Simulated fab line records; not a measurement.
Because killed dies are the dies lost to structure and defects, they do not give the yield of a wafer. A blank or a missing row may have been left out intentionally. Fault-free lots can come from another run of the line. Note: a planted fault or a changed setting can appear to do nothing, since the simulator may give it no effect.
A sampling plan put to the test / flow gf180mcu / one fab line, 56 faults that these records tell of, each judged on the records of the lots that it struck
What counts as the plan is the set of the line's own looks, namely the steps on the route at which a gauge or an inspection reads a wafer and does not change it. A look is open to judgement when struck wafers have a number at it and the file gives its usual mean and standard deviation on fault-free wafers. Caught: a look later than the fault's first step finds the struck wafers' mean 4 or more of those standard deviations (sigma) from the usual mean. On the tool: the same test on the tool's own readings at the fault's steps. If the struck wafers alone have a blank record, or they carry another recipe, that too counts as caught.

## THE FAULTS, as the simulator had put them in
1. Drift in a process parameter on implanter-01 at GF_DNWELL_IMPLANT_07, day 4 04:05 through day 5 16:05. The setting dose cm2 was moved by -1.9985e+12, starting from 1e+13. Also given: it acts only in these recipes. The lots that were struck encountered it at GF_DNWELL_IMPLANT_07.
2. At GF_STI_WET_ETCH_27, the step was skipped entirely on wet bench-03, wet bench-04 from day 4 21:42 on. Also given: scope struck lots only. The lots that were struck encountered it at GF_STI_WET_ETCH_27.
3. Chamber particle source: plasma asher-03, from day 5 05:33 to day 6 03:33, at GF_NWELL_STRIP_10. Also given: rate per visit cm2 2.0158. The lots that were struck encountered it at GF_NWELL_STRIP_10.
4. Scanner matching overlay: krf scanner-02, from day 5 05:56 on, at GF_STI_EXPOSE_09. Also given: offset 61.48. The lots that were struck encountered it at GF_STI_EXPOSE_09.
5. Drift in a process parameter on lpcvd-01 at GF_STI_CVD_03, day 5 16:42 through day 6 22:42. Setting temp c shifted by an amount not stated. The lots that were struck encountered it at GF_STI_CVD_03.
6. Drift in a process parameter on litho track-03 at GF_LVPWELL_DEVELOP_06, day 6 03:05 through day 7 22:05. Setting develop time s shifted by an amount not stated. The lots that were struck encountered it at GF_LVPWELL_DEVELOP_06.
7. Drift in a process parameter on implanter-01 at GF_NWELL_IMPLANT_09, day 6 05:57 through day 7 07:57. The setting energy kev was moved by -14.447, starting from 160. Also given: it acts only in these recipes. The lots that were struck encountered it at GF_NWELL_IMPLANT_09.
8. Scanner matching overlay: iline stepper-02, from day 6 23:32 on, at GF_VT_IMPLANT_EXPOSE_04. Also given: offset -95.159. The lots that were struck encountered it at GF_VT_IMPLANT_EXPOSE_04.
9. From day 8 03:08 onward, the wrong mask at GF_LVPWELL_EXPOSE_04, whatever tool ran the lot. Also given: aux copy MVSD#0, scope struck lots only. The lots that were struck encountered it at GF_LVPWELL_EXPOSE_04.
10. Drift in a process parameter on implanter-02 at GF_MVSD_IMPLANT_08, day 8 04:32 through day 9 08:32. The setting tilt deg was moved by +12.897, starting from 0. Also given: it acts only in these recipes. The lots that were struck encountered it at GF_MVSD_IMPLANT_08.
11. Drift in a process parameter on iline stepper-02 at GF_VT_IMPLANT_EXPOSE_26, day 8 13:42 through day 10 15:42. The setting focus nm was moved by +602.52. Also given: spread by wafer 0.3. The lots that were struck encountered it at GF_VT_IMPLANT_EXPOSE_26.
12. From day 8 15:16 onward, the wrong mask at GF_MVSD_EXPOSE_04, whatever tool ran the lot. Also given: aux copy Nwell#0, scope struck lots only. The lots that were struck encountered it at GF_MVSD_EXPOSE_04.
13. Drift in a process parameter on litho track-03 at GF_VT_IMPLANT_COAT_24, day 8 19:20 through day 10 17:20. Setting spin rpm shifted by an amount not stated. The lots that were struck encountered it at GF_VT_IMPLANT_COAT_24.
14. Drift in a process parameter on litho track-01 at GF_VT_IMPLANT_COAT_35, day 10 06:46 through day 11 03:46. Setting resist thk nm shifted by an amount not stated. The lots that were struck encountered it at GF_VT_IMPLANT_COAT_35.
15. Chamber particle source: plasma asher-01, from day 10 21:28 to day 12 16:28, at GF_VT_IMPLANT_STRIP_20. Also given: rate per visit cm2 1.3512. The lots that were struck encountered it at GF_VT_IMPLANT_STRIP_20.
16. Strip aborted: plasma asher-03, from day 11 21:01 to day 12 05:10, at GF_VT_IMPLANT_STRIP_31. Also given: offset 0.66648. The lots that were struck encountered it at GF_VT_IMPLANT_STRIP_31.
17. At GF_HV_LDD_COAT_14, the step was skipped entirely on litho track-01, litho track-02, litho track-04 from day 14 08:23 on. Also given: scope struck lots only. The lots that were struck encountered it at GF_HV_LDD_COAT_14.
18. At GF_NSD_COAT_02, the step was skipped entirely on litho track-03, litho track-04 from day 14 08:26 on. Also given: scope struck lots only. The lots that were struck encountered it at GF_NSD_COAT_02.
19. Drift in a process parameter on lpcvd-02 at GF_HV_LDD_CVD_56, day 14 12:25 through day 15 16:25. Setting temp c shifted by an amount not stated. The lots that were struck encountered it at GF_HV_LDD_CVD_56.
20. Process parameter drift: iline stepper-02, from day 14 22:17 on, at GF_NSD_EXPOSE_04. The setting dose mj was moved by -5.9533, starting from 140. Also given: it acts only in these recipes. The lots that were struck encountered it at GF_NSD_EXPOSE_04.
21. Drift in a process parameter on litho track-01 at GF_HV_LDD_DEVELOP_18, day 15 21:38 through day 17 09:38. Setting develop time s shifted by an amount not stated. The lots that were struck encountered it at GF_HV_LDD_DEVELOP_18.
22. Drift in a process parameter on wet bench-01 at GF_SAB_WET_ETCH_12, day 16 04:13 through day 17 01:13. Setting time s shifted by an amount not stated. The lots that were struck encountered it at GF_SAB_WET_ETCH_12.
23. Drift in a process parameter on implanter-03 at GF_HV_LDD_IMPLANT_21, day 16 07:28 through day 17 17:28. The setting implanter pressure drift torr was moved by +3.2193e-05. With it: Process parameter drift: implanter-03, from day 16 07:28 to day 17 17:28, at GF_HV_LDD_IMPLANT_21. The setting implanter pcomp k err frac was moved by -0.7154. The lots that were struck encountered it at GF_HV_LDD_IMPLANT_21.
24. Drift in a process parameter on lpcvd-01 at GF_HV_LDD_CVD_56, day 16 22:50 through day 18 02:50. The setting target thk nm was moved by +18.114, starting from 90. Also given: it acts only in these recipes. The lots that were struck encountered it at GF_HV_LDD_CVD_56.
25. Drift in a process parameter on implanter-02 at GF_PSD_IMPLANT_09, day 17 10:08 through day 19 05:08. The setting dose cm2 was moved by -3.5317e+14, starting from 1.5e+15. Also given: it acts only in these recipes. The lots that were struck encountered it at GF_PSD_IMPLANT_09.
26. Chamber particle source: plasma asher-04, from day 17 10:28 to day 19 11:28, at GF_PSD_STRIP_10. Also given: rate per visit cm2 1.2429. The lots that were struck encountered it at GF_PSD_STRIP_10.
27. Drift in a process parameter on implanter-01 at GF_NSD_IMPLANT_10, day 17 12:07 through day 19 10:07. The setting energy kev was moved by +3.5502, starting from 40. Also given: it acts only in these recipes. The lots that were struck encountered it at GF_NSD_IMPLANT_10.
28. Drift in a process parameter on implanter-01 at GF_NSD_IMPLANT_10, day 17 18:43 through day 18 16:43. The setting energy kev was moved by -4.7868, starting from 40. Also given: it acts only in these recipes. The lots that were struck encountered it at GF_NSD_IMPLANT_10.
29. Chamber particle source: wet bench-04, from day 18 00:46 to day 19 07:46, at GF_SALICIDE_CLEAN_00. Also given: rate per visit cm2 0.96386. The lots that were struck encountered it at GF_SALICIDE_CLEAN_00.
30. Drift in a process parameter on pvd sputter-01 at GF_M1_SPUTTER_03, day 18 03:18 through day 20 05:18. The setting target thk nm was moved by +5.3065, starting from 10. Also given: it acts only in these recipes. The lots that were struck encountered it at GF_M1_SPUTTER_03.
31. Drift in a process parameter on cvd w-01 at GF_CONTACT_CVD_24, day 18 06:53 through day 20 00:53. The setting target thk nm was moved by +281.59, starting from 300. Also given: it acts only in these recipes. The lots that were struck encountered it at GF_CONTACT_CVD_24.
32. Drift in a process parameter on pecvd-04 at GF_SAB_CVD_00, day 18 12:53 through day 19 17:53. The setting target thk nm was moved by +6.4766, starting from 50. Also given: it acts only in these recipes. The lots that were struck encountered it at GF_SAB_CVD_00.
33. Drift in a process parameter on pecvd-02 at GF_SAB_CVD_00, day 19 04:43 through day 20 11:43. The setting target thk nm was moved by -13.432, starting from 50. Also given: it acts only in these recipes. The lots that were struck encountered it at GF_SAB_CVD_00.
34. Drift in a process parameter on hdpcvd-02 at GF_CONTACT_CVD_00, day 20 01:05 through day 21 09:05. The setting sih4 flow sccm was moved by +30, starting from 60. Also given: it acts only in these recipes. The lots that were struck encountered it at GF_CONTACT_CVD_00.
35. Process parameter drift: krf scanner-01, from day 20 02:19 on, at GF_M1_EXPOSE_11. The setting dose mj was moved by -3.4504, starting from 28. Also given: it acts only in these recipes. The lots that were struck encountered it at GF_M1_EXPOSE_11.
36. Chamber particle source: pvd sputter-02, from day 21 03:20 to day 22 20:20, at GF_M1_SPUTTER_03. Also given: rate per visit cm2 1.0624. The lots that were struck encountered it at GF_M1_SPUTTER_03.
37. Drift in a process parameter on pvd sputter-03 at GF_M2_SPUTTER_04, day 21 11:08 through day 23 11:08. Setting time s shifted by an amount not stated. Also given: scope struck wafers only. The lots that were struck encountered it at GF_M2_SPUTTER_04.
38. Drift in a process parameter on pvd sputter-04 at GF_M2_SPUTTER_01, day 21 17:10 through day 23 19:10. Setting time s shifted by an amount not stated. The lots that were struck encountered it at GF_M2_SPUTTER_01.
39. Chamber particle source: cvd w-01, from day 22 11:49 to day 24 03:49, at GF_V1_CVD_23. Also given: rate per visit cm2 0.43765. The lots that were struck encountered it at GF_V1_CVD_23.
40. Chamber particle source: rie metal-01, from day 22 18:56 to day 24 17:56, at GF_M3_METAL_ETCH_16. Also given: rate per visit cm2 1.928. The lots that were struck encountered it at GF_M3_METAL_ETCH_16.
41. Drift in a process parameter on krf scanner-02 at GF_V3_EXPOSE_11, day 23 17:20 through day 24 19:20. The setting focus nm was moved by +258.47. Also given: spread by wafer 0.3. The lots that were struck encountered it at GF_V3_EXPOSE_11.
42. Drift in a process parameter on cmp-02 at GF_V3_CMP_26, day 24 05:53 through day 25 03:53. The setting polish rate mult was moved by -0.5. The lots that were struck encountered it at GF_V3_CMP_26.
43. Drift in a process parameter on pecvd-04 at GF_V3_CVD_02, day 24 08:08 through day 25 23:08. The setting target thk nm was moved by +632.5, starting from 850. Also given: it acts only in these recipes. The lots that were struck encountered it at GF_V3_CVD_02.
44. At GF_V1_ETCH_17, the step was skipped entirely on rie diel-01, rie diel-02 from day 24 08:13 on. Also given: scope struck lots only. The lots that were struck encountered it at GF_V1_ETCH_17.
45. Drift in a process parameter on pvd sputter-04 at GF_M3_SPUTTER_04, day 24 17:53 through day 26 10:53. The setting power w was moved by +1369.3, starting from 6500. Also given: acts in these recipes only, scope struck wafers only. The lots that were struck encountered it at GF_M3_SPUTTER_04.
46. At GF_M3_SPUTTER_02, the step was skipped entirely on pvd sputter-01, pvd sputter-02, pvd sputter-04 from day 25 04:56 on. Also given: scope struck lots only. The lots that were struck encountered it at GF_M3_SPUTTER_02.
47. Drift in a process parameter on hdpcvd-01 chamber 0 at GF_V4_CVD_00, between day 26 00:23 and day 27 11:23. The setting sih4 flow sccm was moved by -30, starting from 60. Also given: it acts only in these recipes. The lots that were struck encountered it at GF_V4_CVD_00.
48. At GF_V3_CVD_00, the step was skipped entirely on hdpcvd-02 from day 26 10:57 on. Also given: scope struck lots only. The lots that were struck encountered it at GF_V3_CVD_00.
49. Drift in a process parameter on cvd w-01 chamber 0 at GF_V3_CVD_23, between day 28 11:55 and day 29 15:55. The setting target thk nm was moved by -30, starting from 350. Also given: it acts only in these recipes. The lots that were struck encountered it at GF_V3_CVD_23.
50. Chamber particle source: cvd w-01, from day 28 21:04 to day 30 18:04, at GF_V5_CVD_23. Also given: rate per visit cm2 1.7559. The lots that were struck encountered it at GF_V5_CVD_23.
51. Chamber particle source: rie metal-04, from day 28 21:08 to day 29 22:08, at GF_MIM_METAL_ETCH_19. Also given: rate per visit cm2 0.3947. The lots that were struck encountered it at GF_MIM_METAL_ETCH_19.
52. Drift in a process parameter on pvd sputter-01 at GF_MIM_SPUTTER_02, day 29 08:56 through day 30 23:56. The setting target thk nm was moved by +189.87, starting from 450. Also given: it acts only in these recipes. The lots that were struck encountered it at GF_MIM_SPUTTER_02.
53. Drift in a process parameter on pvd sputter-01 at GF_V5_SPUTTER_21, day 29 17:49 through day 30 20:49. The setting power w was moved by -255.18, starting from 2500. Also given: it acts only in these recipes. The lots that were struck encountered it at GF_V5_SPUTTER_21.
54. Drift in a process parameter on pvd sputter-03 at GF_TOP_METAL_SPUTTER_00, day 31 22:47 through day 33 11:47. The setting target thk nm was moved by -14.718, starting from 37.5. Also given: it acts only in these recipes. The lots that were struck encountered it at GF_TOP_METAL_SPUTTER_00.
55. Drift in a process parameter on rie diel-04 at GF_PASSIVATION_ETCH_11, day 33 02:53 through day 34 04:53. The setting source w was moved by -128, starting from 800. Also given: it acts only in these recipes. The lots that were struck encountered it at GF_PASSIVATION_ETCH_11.
56. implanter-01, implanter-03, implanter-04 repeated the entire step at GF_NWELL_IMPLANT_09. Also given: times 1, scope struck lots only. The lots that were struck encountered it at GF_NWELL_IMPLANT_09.

## WHAT THE PLAN SAW
fault=1; on the tool itself=dose ions cm2 -99 or beyond sigma; first look that catches it=GF_DNWELL_TW_MEAS_09; reading, sigma=DNWELL_TW -7.5; median hours from its first step to that look=0.2; hours from the fault's start to the first struck lot there=3; judged looks passed uncaught=0
fault=2; on the tool itself=the tool's record is blank for the struck wafers; first look that catches it=no look after it can be judged; reading, sigma=-; median hours from its first step to that look=-; hours from the fault's start to the first struck lot there=-; judged looks passed uncaught=0
fault=3; on the tool itself=under 2 sigma; first look that catches it=not the one look that can be judged after it; reading, sigma=-; median hours from its first step to that look=-; hours from the fault's start to the first struck lot there=-; judged looks passed uncaught=1
fault=4; on the tool itself=under 2 sigma; first look that catches it=no look after it can be judged; reading, sigma=-; median hours from its first step to that look=-; hours from the fault's start to the first struck lot there=-; judged looks passed uncaught=0
fault=5; on the tool itself=susceptor temp C +99 or beyond sigma; first look that catches it=GF_STI_THK_MEAS_04; reading, sigma=STI_CVD_03_THK +73; median hours from its first step to that look=2.0; hours from the fault's start to the first struck lot there=7; judged looks passed uncaught=0
fault=6; on the tool itself=under 2 sigma; first look that catches it=none of the 6 looks that can be judged after it; reading, sigma=-; median hours from its first step to that look=-; hours from the fault's start to the first struck lot there=-; judged looks passed uncaught=6
fault=7; on the tool itself=beam energy keV -99 or beyond sigma; first look that catches it=no look after it can be judged; reading, sigma=-; median hours from its first step to that look=-; hours from the fault's start to the first struck lot there=-; judged looks passed uncaught=0
fault=8; on the tool itself=no reading that can be judged; first look that catches it=GF_VT_IMPLANT_OVL_MEAS_07; reading, sigma=VT_IMPLANT_OVL -64; median hours from its first step to that look=7.2; hours from the fault's start to the first struck lot there=11; judged looks passed uncaught=0
fault=9; on the tool itself=no reading that can be judged; first look that catches it=GF_LVPWELL_TW_MEAS_11; reading, sigma=LVPWELL_TW -99 or beyond; median hours from its first step to that look=8.6; hours from the fault's start to the first struck lot there=12; judged looks passed uncaught=0
fault=10; on the tool itself=tilt deg +99 or beyond sigma; first look that catches it=GF_MVSD_TW_MEAS_11; reading, sigma=MVSD_TW +22; median hours from its first step to that look=0.4; hours from the fault's start to the first struck lot there=13; judged looks passed uncaught=0
fault=11; on the tool itself=no reading that can be judged; first look that catches it=not the one look that can be judged after it; reading, sigma=-; median hours from its first step to that look=-; hours from the fault's start to the first struck lot there=-; judged looks passed uncaught=1
fault=12; on the tool itself=no reading that can be judged; first look that catches it=GF_MVSD_TW_MEAS_11; reading, sigma=MVSD_TW -99 or beyond; median hours from its first step to that look=7.7; hours from the fault's start to the first struck lot there=8; judged looks passed uncaught=0
fault=13; on the tool itself=spin speed rpm -27 sigma; first look that catches it=no look after it can be judged; reading, sigma=-; median hours from its first step to that look=-; hours from the fault's start to the first struck lot there=-; judged looks passed uncaught=0
fault=14; on the tool itself=no reading that can be judged; first look that catches it=no look after it can be judged; reading, sigma=-; median hours from its first step to that look=-; hours from the fault's start to the first struck lot there=-; judged looks passed uncaught=0
fault=15; on the tool itself=under 2 sigma; first look that catches it=none of the 2 looks that can be judged after it; reading, sigma=-; median hours from its first step to that look=-; hours from the fault's start to the first struck lot there=-; judged looks passed uncaught=2
fault=16; on the tool itself=oes product au +49 sigma; first look that catches it=GF_VT_IMPLANT_TW_MEAS_43; reading, sigma=VT_IMPLANT_4_TW -78; median hours from its first step to that look=18.8; hours from the fault's start to the first struck lot there=27; judged looks passed uncaught=0
fault=17; on the tool itself=the tool's record is blank for the struck wafers; first look that catches it=GF_HV_LDD_TW_MEAS_38; reading, sigma=HV_LDD_3_TW +26; median hours from its first step to that look=34.2; hours from the fault's start to the first struck lot there=33; judged looks passed uncaught=1
fault=18; on the tool itself=the tool's record is blank for the struck wafers; first look that catches it=GF_PSD_TW_MEAS_11; reading, sigma=PSD_TW +28; median hours from its first step to that look=32.9; hours from the fault's start to the first struck lot there=38; judged looks passed uncaught=0
fault=19; on the tool itself=susceptor temp C +4.4 sigma; first look that catches it=not the one look that can be judged after it; reading, sigma=strongest: HV_LDD_CVD_56_THK at GF_HV_LDD_THK_MEAS_57, +2.4; median hours from its first step to that look=-; hours from the fault's start to the first struck lot there=-; judged looks passed uncaught=1
fault=20; on the tool itself=exposure dose mJ cm2 -38 sigma; first look that catches it=GF_NSD_CD_MEAS_07; reading, sigma=cd nm -5.4; median hours from its first step to that look=10.8; hours from the fault's start to the first struck lot there=18; judged looks passed uncaught=0
fault=21; on the tool itself=no reading that can be judged; first look that catches it=GF_HV_LDD_CD_MEAS_19; reading, sigma=cd nm -50; median hours from its first step to that look=0.1; hours from the fault's start to the first struck lot there=9; judged looks passed uncaught=0
fault=22; on the tool itself=run length s -43 sigma; first look that catches it=no look after it can be judged; reading, sigma=-; median hours from its first step to that look=-; hours from the fault's start to the first struck lot there=-; judged looks passed uncaught=0
fault=23; on the tool itself=end station pressure torr +99 or beyond sigma; first look that catches it=not the one look that can be judged after it; reading, sigma=strongest: HV_LDD_2_TW at GF_HV_LDD_TW_MEAS_23, +3.1; median hours from its first step to that look=-; hours from the fault's start to the first struck lot there=-; judged looks passed uncaught=1
fault=24; on the tool itself=under 2 sigma; first look that catches it=GF_HV_LDD_THK_MEAS_57; reading, sigma=HV_LDD_CVD_56_THK +21; median hours from its first step to that look=1.4; hours from the fault's start to the first struck lot there=6; judged looks passed uncaught=0
fault=25; on the tool itself=dose ions cm2 -99 or beyond sigma; first look that catches it=GF_PSD_TW_MEAS_11; reading, sigma=PSD_TW -4.9; median hours from its first step to that look=0.2; hours from the fault's start to the first struck lot there=9; judged looks passed uncaught=0
fault=26; on the tool itself=under 2 sigma; first look that catches it=none of the 2 looks that can be judged after it; reading, sigma=-; median hours from its first step to that look=-; hours from the fault's start to the first struck lot there=-; judged looks passed uncaught=2
fault=27; on the tool itself=beam energy keV +99 or beyond sigma; first look that catches it=no look after it can be judged; reading, sigma=-; median hours from its first step to that look=-; hours from the fault's start to the first struck lot there=-; judged looks passed uncaught=0
fault=28; on the tool itself=beam energy keV -99 or beyond sigma; first look that catches it=GF_PSD_RS_MEAS_14; reading, sigma=NSD_RS +5.2; median hours from its first step to that look=24.5; hours from the fault's start to the first struck lot there=25; judged looks passed uncaught=0
fault=29; on the tool itself=no reading that can be judged; first look that catches it=none of the 2 looks that can be judged after it; reading, sigma=-; median hours from its first step to that look=-; hours from the fault's start to the first struck lot there=-; judged looks passed uncaught=2
fault=30; on the tool itself=under 2 sigma; first look that catches it=no look after it can be judged; reading, sigma=-; median hours from its first step to that look=-; hours from the fault's start to the first struck lot there=-; judged looks passed uncaught=0
fault=31; on the tool itself=under 2 sigma; first look that catches it=GF_CONTACT_RS_MEAS_25; reading, sigma=CONTACT_W_RS -37; median hours from its first step to that look=0.1; hours from the fault's start to the first struck lot there=20; judged looks passed uncaught=0
fault=32; on the tool itself=under 2 sigma; first look that catches it=GF_SAB_THK_MEAS_01; reading, sigma=SAB_CVD_00_THK +9.0; median hours from its first step to that look=0.0; hours from the fault's start to the first struck lot there=7; judged looks passed uncaught=0
fault=33; on the tool itself=under 2 sigma; first look that catches it=GF_SAB_THK_MEAS_01; reading, sigma=SAB_CVD_00_THK -18; median hours from its first step to that look=0.0; hours from the fault's start to the first struck lot there=11; judged looks passed uncaught=0
fault=34; on the tool itself=sih4 flow sccm +99 or beyond sigma; first look that catches it=GF_CONTACT_THK_MEAS_01; reading, sigma=CONTACT_CVD_00_THK +49; median hours from its first step to that look=0.0; hours from the fault's start to the first struck lot there=4; judged looks passed uncaught=0
fault=35; on the tool itself=exposure dose mJ cm2 -90 sigma; first look that catches it=GF_M1_CD_MEAS_14; reading, sigma=cd nm +14; median hours from its first step to that look=11.7; hours from the fault's start to the first struck lot there=22; judged looks passed uncaught=0
fault=36; on the tool itself=under 2 sigma; first look that catches it=not the one look that can be judged after it; reading, sigma=-; median hours from its first step to that look=-; hours from the fault's start to the first struck lot there=-; judged looks passed uncaught=1
fault=37; on the tool itself=under 2 sigma; first look that catches it=none of the 7 looks that can be judged after it; reading, sigma=-; median hours from its first step to that look=-; hours from the fault's start to the first struck lot there=-; judged looks passed uncaught=7
fault=38; on the tool itself=under 2 sigma; first look that catches it=no look after it can be judged; reading, sigma=-; median hours from its first step to that look=-; hours from the fault's start to the first struck lot there=-; judged looks passed uncaught=0
fault=39; on the tool itself=under 2 sigma; first look that catches it=none of the 2 looks that can be judged after it; reading, sigma=-; median hours from its first step to that look=-; hours from the fault's start to the first struck lot there=-; judged looks passed uncaught=2
fault=40; on the tool itself=under 2 sigma; first look that catches it=none of the 2 looks that can be judged after it; reading, sigma=-; median hours from its first step to that look=-; hours from the fault's start to the first struck lot there=-; judged looks passed uncaught=2
fault=41; on the tool itself=exposure dose mJ cm2 -5.4 sigma; first look that catches it=none of the 2 looks that can be judged after it; reading, sigma=strongest: cd nm at GF_V3_CD_MEAS_14, +2.2; median hours from its first step to that look=-; hours from the fault's start to the first struck lot there=-; judged looks passed uncaught=2
fault=42; on the tool itself=overpolish run s -99 or beyond sigma; first look that catches it=no look after it can be judged; reading, sigma=-; median hours from its first step to that look=-; hours from the fault's start to the first struck lot there=-; judged looks passed uncaught=0
fault=43; on the tool itself=under 2 sigma; first look that catches it=GF_V3_THK_MEAS_03; reading, sigma=V3_CVD_02_THK +57; median hours from its first step to that look=0.1; hours from the fault's start to the first struck lot there=0; judged looks passed uncaught=0
fault=44; on the tool itself=the tool's record is blank for the struck wafers; first look that catches it=no look after it can be judged; reading, sigma=-; median hours from its first step to that look=-; hours from the fault's start to the first struck lot there=-; judged looks passed uncaught=0
fault=45; on the tool itself=cathode dc power W +99 or beyond sigma; first look that catches it=none of the 7 looks that can be judged after it; reading, sigma=-; median hours from its first step to that look=-; hours from the fault's start to the first struck lot there=-; judged looks passed uncaught=7
fault=46; on the tool itself=the tool's record is blank for the struck wafers; first look that catches it=GF_M3_RS_MEAS_05; reading, sigma=M3_ALCU_RS +99 or beyond; median hours from its first step to that look=0.1; hours from the fault's start to the first struck lot there=4; judged looks passed uncaught=0
fault=47; on the tool itself=sih4 flow sccm -99 or beyond sigma; first look that catches it=GF_V4_THK_MEAS_01; reading, sigma=V4_CVD_00_THK -46; median hours from its first step to that look=0.1; hours from the fault's start to the first struck lot there=6; judged looks passed uncaught=0
fault=48; on the tool itself=the tool's record is blank for the struck wafers; first look that catches it=none of the 2 looks that can be judged after it; reading, sigma=strongest: V3_BOW at GF_V3_BOW_MEAS_05, -3.7; median hours from its first step to that look=-; hours from the fault's start to the first struck lot there=-; judged looks passed uncaught=2
fault=49; on the tool itself=under 2 sigma; first look that catches it=GF_V3_RS_MEAS_24; reading, sigma=V3_W_RS +7.2; median hours from its first step to that look=0.1; hours from the fault's start to the first struck lot there=5; judged looks passed uncaught=0
fault=50; on the tool itself=under 2 sigma; first look that catches it=none of the 2 looks that can be judged after it; reading, sigma=-; median hours from its first step to that look=-; hours from the fault's start to the first struck lot there=-; judged looks passed uncaught=2
fault=51; on the tool itself=under 2 sigma; first look that catches it=no look after it can be judged; reading, sigma=-; median hours from its first step to that look=-; hours from the fault's start to the first struck lot there=-; judged looks passed uncaught=0
fault=52; on the tool itself=under 2 sigma; first look that catches it=no look after it can be judged; reading, sigma=-; median hours from its first step to that look=-; hours from the fault's start to the first struck lot there=-; judged looks passed uncaught=0
fault=53; on the tool itself=cathode dc power W -99 or beyond sigma; first look that catches it=no look after it can be judged; reading, sigma=-; median hours from its first step to that look=-; hours from the fault's start to the first struck lot there=-; judged looks passed uncaught=0
fault=54; on the tool itself=under 2 sigma; first look that catches it=no look after it can be judged; reading, sigma=-; median hours from its first step to that look=-; hours from the fault's start to the first struck lot there=-; judged looks passed uncaught=0
fault=55; on the tool itself=rf fwd power W -53 sigma; first look that catches it=no look after it can be judged; reading, sigma=-; median hours from its first step to that look=-; hours from the fault's start to the first struck lot there=-; judged looks passed uncaught=0
fault=56; on the tool itself=under 2 sigma; first look that catches it=GF_NWELL_TW_MEAS_11; reading, sigma=NWELL_TW +6.1; median hours from its first step to that look=0.5; hours from the fault's start to the first struck lot there=-; judged looks passed uncaught=0
A dash: the fault is not caught, or the number is missing from these records.

Caught at a look: 24 of 56. Caught on the tool: 27 of 56. By one or the other: 38 of 56.
Faults caught by the tool alone: 2, 7, 13, 19, 22, 23, 27, 41, 42, 44, 45, 48, 53, 55.
Caught at a look alone: faults 8, 9, 12, 21, 24, 31, 32, 33, 43, 49, 56.
Caught by neither: faults 3, 4, 6, 11, 14, 15, 26, 29, 30, 36, 37, 38, 39, 40, 50, 51, 52, 54.

## THINNER SAMPLING
Were the look that catches a fault to measure just every second or every third lot (counted by lot number), the first struck lot would, at worst, be measured this late:
fault=1; struck lots at that look, in order of time=L544, L547; every lot=3 h; every second lot=19 h; every third lot=may miss all 2
fault=5; struck lots at that look, in order of time=L586, L587; every lot=7 h; every second lot=11 h; every third lot=may miss all 2
fault=8; struck lots at that look, in order of time=L324, L325, L328; every lot=11 h; every second lot=16 h; every third lot=may miss all 3
fault=9; struck lots at that look, in order of time=L466; every lot=12 h; every second lot=may miss it; every third lot=may miss it
fault=10; struck lots at that look, in order of time=L709, L711; every lot=13 h; every second lot=may miss all 2; every third lot=may miss all 2
fault=12; struck lots at that look, in order of time=L633; every lot=8 h; every second lot=may miss it; every third lot=may miss it
fault=16; struck lots at that look, in order of time=L361; every lot=27 h; every second lot=may miss it; every third lot=may miss it
fault=17; struck lots at that look, in order of time=L194, L195, L196; every lot=33 h; every second lot=43 h; every third lot=52 h
fault=18; struck lots at that look, in order of time=L976, L977, L978; every lot=38 h; every second lot=40 h; every third lot=44 h
fault=20; struck lots at that look, in order of time=L990, L995; every lot=18 h; every second lot=56 h; every third lot=may miss all 2
fault=21; struck lots at that look, in order of time=L751, L752; every lot=9 h; every second lot=11 h; every third lot=may miss all 2
fault=24; struck lots at that look, in order of time=L329, L330; every lot=6 h; every second lot=17 h; every third lot=may miss all 2
fault=25; struck lots at that look, in order of time=L312, L314, L315; every lot=9 h; every second lot=33 h; every third lot=may miss all 3
fault=28; struck lots at that look, in order of time=L920, L921; every lot=25 h; every second lot=33 h; every third lot=may miss all 2
fault=31; struck lots at that look, in order of time=L402, L403; every lot=20 h; every second lot=41 h; every third lot=may miss all 2
fault=32; struck lots at that look, in order of time=L168, L169; every lot=7 h; every second lot=15 h; every third lot=may miss all 2
fault=33; struck lots at that look, in order of time=L595, L597; every lot=11 h; every second lot=may miss all 2; every third lot=may miss all 2
fault=34; struck lots at that look, in order of time=L215, L216; every lot=4 h; every second lot=16 h; every third lot=may miss all 2
fault=35; struck lots at that look, in order of time=L792, L794; every lot=22 h; every second lot=may miss all 2; every third lot=may miss all 2
fault=43; struck lots at that look, in order of time=L158, L161; every lot=0 h; every second lot=19 h; every third lot=may miss all 2
fault=46; struck lots at that look, in order of time=L735, L736, L737; every lot=4 h; every second lot=13 h; every third lot=24 h
fault=47; struck lots at that look, in order of time=L649, L653; every lot=6 h; every second lot=may miss all 2; every third lot=may miss all 2
fault=49; struck lots at that look, in order of time=L884, L886; every lot=5 h; every second lot=may miss all 2; every third lot=may miss all 2
The hour figures run from when the fault began to the first measured lot among those it struck. The limit of 4 sigma was tested on all struck wafers together, so one lot alone may lie under it. Other struck lots may not be in these records.

## THE LONGEST TIMED WAY FROM STEP TO LOOK
Fault 17: median gap of 34.2 hours between GF_HV_LDD_COAT_14 and GF_HV_LDD_TW_MEAS_38. The look between them that can be judged stayed within 4 sigma: GF_HV_LDD_OVL_MEAS_32.
